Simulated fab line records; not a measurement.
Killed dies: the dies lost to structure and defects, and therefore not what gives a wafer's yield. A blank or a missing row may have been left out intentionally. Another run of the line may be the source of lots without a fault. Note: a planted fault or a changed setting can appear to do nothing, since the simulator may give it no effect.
fab line records + flow sfqLine + part 2 of 2: steps 24 to 32 of 32
record:
- lots: 5
- wafers: 15
- lastDay: 85
route steps=325 shown I3@146 M4@148 I4@163 JJ@178
lots with no fault: from the same line, run without faults
startH: the number of hours between the record's first day and the start of the first shown wafer of the lot + waitH: time in hours since the lot's previous step + " same as the row above + L1.1+2: a single row standing in for several wafers + - no value, or no start was given + * or withheld: withheld + < > ~ a bound
route shown NAME@n: NAME is a module with steps in the file, n the number in the route of the first one + usual: the fault-free wafers' mean and standard deviation + same: alike in all rows + chamber/n: place in a boat + sites: each site's reading + _std_site: the standard deviation of these + _edge_site: mean of outer sites minus mean of inner sites + radiusMm: for every site, how far away it sits from the centre of the wafer + mask NAME#n: copy n + behind: the last tool/chamber to shape the wafer + hold: what put the lot on hold/how long, in hours/how the hold closed + device: which transistor (n, p or np) failed to switch + end of line: the tests these same wafers got at the end of their route + for a step that has no rows: nothing shown but its recipe + killed: at the first sort, the dies lost to defects and structure; wafer yield is something else + map: per-die view of a wafer (x killed, . not killed, _ where there is no die)
set.NAME: the run value of the setting; set.NAME@STEP: its run value at that earlier step + model.NAME: the simulator's own value behind a step, which no gauge read
lots at some steps of the route; a table a step, a row a wafer
services: from which hour (startH, from the record's first day; less than 0 if before it) a tool's chamber was out of use, for how many hours, and why
== steps ==
step: SFQ_TRILAYER_I4_VIA_LITHO_EXPOSE_104
recipe:
- maskId: I4
- na: 0.6
- sourceShape: conventional
- sigmaOuter: 0.65
- targetCdNm: 700
- doseMj: 21.3
usual:
- exposureDoseMJCm2: 21.298/0.019
| lot.wafer | tool          | chamber | startH  | waitH | mask | exposureDoseMJCm2 |
|-----------|---------------|---------|---------|-------|------|-------------------|
| L074.1    | krfScanner-01 | 0       | 1028.56 | -     | I4#0 | 21.308            |
| L074.3    | "             | 0       | "       | "     | I4#0 | 21.277            |
| L074.6    | "             | 0       | "       | "     | I4#0 | 21.298            |
| L079.1    | krfScanner-02 | 0       | 1052.16 | -     | I4#0 | 21.301            |
| L079.3    | "             | 0       | "       | "     | I4#0 | 21.287            |
| L079.5    | "             | 0       | "       | "     | I4#0 | 21.299            |
| L088.1    | krfScanner-01 | 0       | 1253.13 | -     | I4#0 | 21.302            |
| L088.5    | "             | 0       | "       | "     | I4#0 | 21.266            |
| L088.6    | "             | 0       | "       | "     | I4#0 | 21.321            |
| L091.1    | krfScanner-01 | 0       | 1266.17 | -     | I4#0 | 21.312            |
| L091.3    | "             | 0       | "       | "     | I4#0 | 21.293            |
| L091.5    | "             | 0       | "       | "     | I4#0 | 21.307            |
| L095.4    | krfScanner-01 | 0       | 1436.46 | -     | I4#0 | 21.280            |
| L095.5    | "             | 0       | "       | "     | I4#0 | 21.310            |
| L095.6    | "             | 0       | "       | "     | I4#0 | 21.288            |
step: SFQ_TRILAYER_I4_VIA_LITHO_PEB_106
recipe:
- pebTempC: 115
- pebTimeS: 60
- resist: KrF
usual:
- chillPlateTempC: 22.99/0.11
| lot.wafer | tool          | chamber | startH  | waitH | chillPlateTempC |
|-----------|---------------|---------|---------|-------|-----------------|
| L074.1    | lithoTrack-01 | 0       | 1029.76 | 1.0   | 22.89           |
| L074.3    | "             | 0       | "       | "     | 22.88           |
| L074.6    | "             | 0       | "       | "     | 22.82           |
| L079.1    | lithoTrack-02 | 0       | 1053.36 | 1.0   | 23.08           |
| L079.3    | "             | 0       | "       | "     | 22.92           |
| L079.5    | "             | 0       | "       | "     | 22.81           |
| L088.1    | lithoTrack-03 | 0       | 1254.33 | 1.0   | 22.75           |
| L088.5    | "             | 0       | "       | "     | 22.86           |
| L088.6    | "             | 0       | "       | "     | 22.94           |
| L091.1    | lithoTrack-01 | 0       | 1267.37 | 1.0   | 22.87           |
| L091.3    | "             | 0       | "       | "     | 22.94           |
| L091.5    | "             | 0       | "       | "     | 23.07           |
| L095.4    | lithoTrack-03 | 0       | 1437.13 | 0.5   | 22.82           |
| L095.5    | "             | 0       | "       | "     | 23.00           |
| L095.6    | "             | 0       | "       | "     | 22.95           |
step: SFQ_TRILAYER_I4_VIA_LITHO_DEVELOP_105
recipe:
- timeS: 60
- resist: KrF
usual:
- chillPlateTempC: 23.03/0.09
| lot.wafer | tool          | chamber | startH  | waitH | chillPlateTempC |
|-----------|---------------|---------|---------|-------|-----------------|
| L074.1    | lithoTrack-01 | 0       | 1029.91 | 0.1   | 23.20           |
| L074.3    | "             | 0       | "       | "     | 23.14           |
| L074.6    | "             | 0       | "       | "     | 23.09           |
| L079.1    | lithoTrack-02 | 0       | 1053.51 | 0.1   | 22.97           |
| L079.3    | "             | 0       | "       | "     | 23.01           |
| L079.5    | "             | 0       | "       | "     | 22.94           |
| L088.1    | lithoTrack-03 | 0       | 1254.48 | 0.1   | 22.95           |
| L088.5    | "             | 0       | "       | "     | 22.99           |
| L088.6    | "             | 0       | "       | "     | 23.02           |
| L091.1    | lithoTrack-01 | 0       | 1267.52 | 0.1   | 23.02           |
| L091.3    | "             | 0       | "       | "     | 23.10           |
| L091.5    | "             | 0       | "       | "     | 23.02           |
| L095.4    | lithoTrack-03 | 0       | 1437.28 | 0.1   | 23.05           |
| L095.5    | "             | 0       | "       | "     | 22.89           |
| L095.6    | "             | 0       | "       | "     | 22.90           |
step: SFQ_I4_OVL_MEAS_928
usual:
- I4_OVL: 4/5.2
| lot.wafer | tool       | chamber | startH  | waitH | I4_OVL[nm] |
|-----------|------------|---------|---------|-------|------------|
| L074.1    | overlay-01 | -       | 1030.06 | 0.1   | -1         |
| L074.3    | "          | -       | "       | "     | 6          |
| L074.6    | "          | -       | "       | "     | 3          |
| L079.1    | overlay-02 | -       | 1053.66 | 0.1   | 3          |
| L079.3    | "          | -       | "       | "     | 3          |
| L079.5    | "          | -       | "       | "     | 2          |
| L088.1    | overlay-01 | -       | 1254.63 | 0.1   | 11         |
| L088.5    | "          | -       | "       | "     | 10         |
| L088.6    | "          | -       | "       | "     | 14         |
| L091.1    | overlay-02 | -       | 1267.67 | 0.1   | 9          |
| L091.3    | "          | -       | "       | "     | 5          |
| L091.5    | "          | -       | "       | "     | 4          |
| L095.4    | overlay-02 | -       | 1437.37 | 0.1   | 0          |
| L095.5    | "          | -       | "       | "     | -2         |
| L095.6    | "          | -       | "       | "     | -2         |
step: SFQ_TRILAYER_I4_VIA_BARC_OPEN_VIA_ETCH_146
recipe:
- maskMaterial: PR
- chemistry: O2
- targetDepthNm: 125
- target: BARC
- sourceW: 500
- biasW: 80
- pressureMtorr: 30
- timeS: 41.7
usual:
- chamberPressureMTorr: 29.99/0.058
- drypumpMotorCurrentA: 5.8/0.4
- oesProductAu: 0.686/0.0046
| lot.wafer | tool       | chamber | startH  | waitH | chamberPressureMTorr | drypumpMotorCurrentA | oesProductAu | rfHoursCounterH |
|-----------|------------|---------|---------|-------|----------------------|----------------------|--------------|-----------------|
| L074.1    | rieDiel-01 | 3       | 1030.10 | 0.0   | 30.00                | 5.4                  | 0.681        | 12              |
| L074.3    | "          | 0       | "       | "     | 30.01                | 5.6                  | 0.694        | 10              |
| L074.6    | "          | 1       | "       | "     | 29.99                | 5.2                  | 0.689        | -               |
| L079.1    | rieDiel-02 | 2       | 1053.69 | 0.0   | 30.00                | 6.5                  | 0.681        | 8               |
| L079.3    | "          | 1       | "       | "     | 29.68                | 5.9                  | 0.685        | 11              |
| L079.5    | "          | 1       | "       | "     | 29.99                | 5.9                  | 0.688        | -               |
| L088.1    | rieDiel-01 | 0       | 1254.67 | 0.0   | 30.01                | 5.6                  | 0.690        | 12              |
| L088.5    | "          | 3       | "       | "     | 30.01                | 5.4                  | 0.686        | -               |
| L088.6    | "          | 0       | "       | "     | 29.96                | 5.6                  | 0.684        | -               |
| L091.1    | rieDiel-02 | 3       | 1267.71 | 0.0   | 29.96                | 5.1                  | 0.681        | 2               |
| L091.3    | "          | 0       | "       | "     | 30.00                | 5.4                  | 0.684        | 5               |
| L091.5    | "          | 0       | "       | "     | 29.95                | 5.4                  | 0.679        | -               |
| L095.4    | rieDiel-04 | 3       | 1437.41 | 0.0   | 30.03                | 5.8                  | 0.685        | -               |
| L095.5    | "          | 0       | "       | "     | 30.00                | 5.8                  | 0.682        | -               |
| L095.6    | "          | 1       | "       | "     | 29.97                | 6.2                  | 0.686        | -               |
step: SFQ_TRILAYER_I4_VIA_ETCH_VIA_ETCH_106
recipe:
- target: SiO2
- stopOn: Nb
- maskMaterial: PR
- taperDeg: 20
- chemistry: CHF3
- targetDepthNm: 260
- sourceW: 500
- biasW: 80
- pressureMtorr: 30
- timeS: withheld
usual:
- chamberPressureMTorr: 29.999/0.028
- drypumpMotorCurrentA: 5.8/0.4
- oesProductAu: 0.853/0.0049
| lot.wafer | tool       | chamber | startH  | waitH | chamberPressureMTorr | drypumpMotorCurrentA | oesProductAu |
|-----------|------------|---------|---------|-------|----------------------|----------------------|--------------|
| L074.1    | rieDiel-01 | 3       | 1030.14 | 0.0   | 30.002               | 5.4                  | 0.850        |
| L074.3    | "          | 0       | "       | "     | 29.939               | 5.6                  | 0.846        |
| L074.6    | "          | 1       | "       | "     | 29.963               | 5.2                  | 0.851        |
| L079.1    | rieDiel-02 | 2       | 1053.73 | 0.0   | 30.009               | 6.5                  | 0.854        |
| L079.3    | "          | 1       | "       | "     | 29.964               | 5.8                  | 0.852        |
| L079.5    | "          | 1       | "       | "     | 30.040               | 5.8                  | 0.855        |
| L088.1    | rieDiel-01 | 0       | 1254.70 | 0.0   | 29.986               | 5.6                  | 0.847        |
| L088.5    | "          | 3       | "       | "     | 29.939               | 5.4                  | 0.860        |
| L088.6    | "          | 0       | "       | "     | 30.022               | 5.6                  | 0.854        |
| L091.1    | rieDiel-02 | 3       | 1267.75 | 0.0   | 29.927               | 5.1                  | 0.849        |
| L091.3    | "          | 0       | "       | "     | 30.045               | 5.4                  | 0.848        |
| L091.5    | "          | 0       | "       | "     | 30.002               | 5.5                  | 0.851        |
| L095.4    | rieDiel-04 | 3       | 1437.49 | 0.1   | 29.978               | 5.8                  | 0.852        |
| L095.5    | "          | 0       | "       | "     | 29.980               | 5.9                  | 0.854        |
| L095.6    | "          | 1       | "       | "     | 29.972               | 6.2                  | 0.846        |
step: SFQ_TRILAYER_I4_VIA_STRIP_STRIP_107
recipe:
- gas: O2
- powerW: 200
- platenTempC: 40
- overashFraction: 0.65
- chemistry: O2
- pressureMtorr: 50
usual:
- chamberPressureMTorr: 50.00/0.047
- drypumpMotorCurrentA: 5.8/0.39
- oesProductAu: 0.999/0.008
| lot.wafer | tool        | chamber | startH  | waitH | chamberPressureMTorr | drypumpMotorCurrentA | oesProductAu | rfHoursCounterH |
|-----------|-------------|---------|---------|-------|----------------------|----------------------|--------------|-----------------|
| L074.1    | rieMetal-02 | 1       | 1030.25 | -     | 50.01                | 6.5                  | 1.018        | 116             |
| L074.3    | "           | 0       | "       | "     | 49.99                | 5.6                  | 0.991        | -               |
| L074.6    | "           | 1       | "       | "     | 49.99                | 6.5                  | 1.005        | -               |
| L079.1    | rieMetal-02 | 1       | 1053.85 | -     | 49.97                | 6.5                  | 0.995        | 121             |
| L079.3    | "           | 1       | "       | "     | 49.95                | 6.5                  | 0.997        | -               |
| L079.5    | "           | 0       | "       | "     | 50.05                | 5.6                  | 1.000        | -               |
| L088.1    | rieMetal-02 | 1       | 1254.82 | -     | 49.95                | 6.5                  | 1.010        | 1               |
| L088.5    | "           | 0       | "       | "     | 50.07                | 5.6                  | 1.004        | -               |
| L088.6    | "           | 1       | "       | "     | 49.99                | 6.5                  | 1.008        | -               |
| L091.1    | rieMetal-04 | 1       | 1267.86 | -     | 49.97                | 5.4                  | 0.984        | 119             |
| L091.3    | "           | 1       | "       | "     | 49.97                | 5.4                  | 0.992        | -               |
| L091.5    | "           | 1       | "       | "     | 50.07                | 5.4                  | 0.993        | -               |
| L095.4    | rieMetal-04 | 1       | 1437.74 | -     | 49.95                | 5.4                  | 0.997        | -               |
| L095.5    | "           | 0       | "       | "     | 49.97                | 5.9                  | 0.987        | -               |
| L095.6    | "           | 1       | "       | "     | 49.91                | 5.4                  | 1.007        | -               |
step: SFQ_TRILAYER_I4_VIA_STRIP_SOLV_CLEAN_108
recipe:
- chemistry: NMP
- tempC: 70
- timeS: 600
| lot.wafer  | tool        | chamber | startH  | waitH |
|------------|-------------|---------|---------|-------|
| L074.1+3+6 | wetBench-01 | 0,2,1   | 1030.85 | 0.4   |
| L079.1+3+5 | wetBench-01 | 6,7,2   | 1054.45 | 0.4   |
| L088.1+5+6 | wetBench-02 | 3,5,0   | 1255.42 | 0.4   |
| L091.1+3+5 | wetBench-04 | 6,4,1   | 1269.06 | 1.0   |
| L095.4+5+6 | wetBench-02 | 1,7,3   | 1438.14 | 0.2   |
step: SFQ_TRILAYER_JJ_TRILAYER_DEP_PRE_CLEAN_113
recipe:
- gas: Ar
- timeS: 22.5
- biasV: 250
usual:
- biasV: 250.4/2.5
| lot.wafer | tool          | chamber | startH  | waitH | biasV |
|-----------|---------------|---------|---------|-------|-------|
| L074.1    | pvdSputter-03 | -       | 1031.04 | 0.0   | 252.0 |
| L074.3    | "             | -       | "       | "     | 248.8 |
| L074.6    | "             | -       | "       | "     | 251.9 |
| L079.1    | pvdSputter-06 | -       | 1054.62 | 0.0   | 253.8 |
| L079.3    | "             | -       | "       | "     | 248.9 |
| L079.5    | "             | -       | "       | "     | 252.4 |
| L088.1    | pvdSputter-06 | -       | 1255.59 | 0.0   | 248.6 |
| L088.5    | "             | -       | "       | "     | 250.2 |
| L088.6    | "             | -       | "       | "     | 247.3 |
| L091.1    | pvdSputter-06 | -       | 1269.24 | 0.0   | 248.4 |
| L091.3    | "             | -       | "       | "     | 251.0 |
| L091.5    | "             | -       | "       | "     | 250.2 |
| L095.4    | pvdSputter-06 | -       | 1438.32 | 0.0   | 249.8 |
| L095.5    | "             | -       | "       | "     | 251.4 |
| L095.6    | "             | -       | "       | "     | 248.7 |
== services ==
| tool          | chamber | startH  | hours | kind   |
|---------------|---------|---------|-------|--------|
| krfScanner-01 | -       | 879.62  | 1.3   | pm     |
| rieMetal-01   | -       | 885.37  | 2.8   | pm     |
| rieMetal-02   | -       | 891.60  | 14.6  | pm     |
| krfScanner-01 | -       | 908.25  | 0.8   | pm     |
| rieMetal-02   | 0       | 930.69  | 5.6   | repair |
| rieMetal-01   | 0       | 931.22  | 189.0 | repair |
| krfScanner-01 | -       | 982.43  | 1.0   | pm     |
| rieMetal-03   | -       | 994.66  | 2.8   | pm     |
| pvdSputter-04 | -       | 1004.11 | 4.9   | repair |
| rieMetal-03   | 0       | 1009.15 | 10.0  | repair |
| pvdSputter-06 | -       | 1010.02 | 2.4   | repair |
| krfScanner-01 | -       | 1021.11 | 1.5   | repair |
| rieMetal-02   | 0       | 1038.25 | 2.3   | repair |
| krfScanner-01 | -       | 1056.16 | 1.3   | pm     |
| pvdSputter-04 | -       | 1071.58 | 8.8   | repair |
| krfScanner-01 | -       | 1077.17 | 0.8   | pm     |
| krfScanner-01 | -       | 1123.03 | 0.2   | repair |
| krfScanner-01 | -       | 1134.60 | 4.4   | pm     |
| pvdSputter-06 | -       | 1156.19 | 2.9   | repair |
| rieMetal-01   | 0       | 1280.80 | 9.2   | repair |
| rieMetal-01   | 0       | 1306.57 | 3.0   | repair |
| rieMetal-01   | -       | 1369.90 | 2.4   | repair |
| rieMetal-01   | 0       | 1372.09 | 2.0   | repair |
| rieMetal-01   | 1       | 1392.42 | 3.8   | repair |
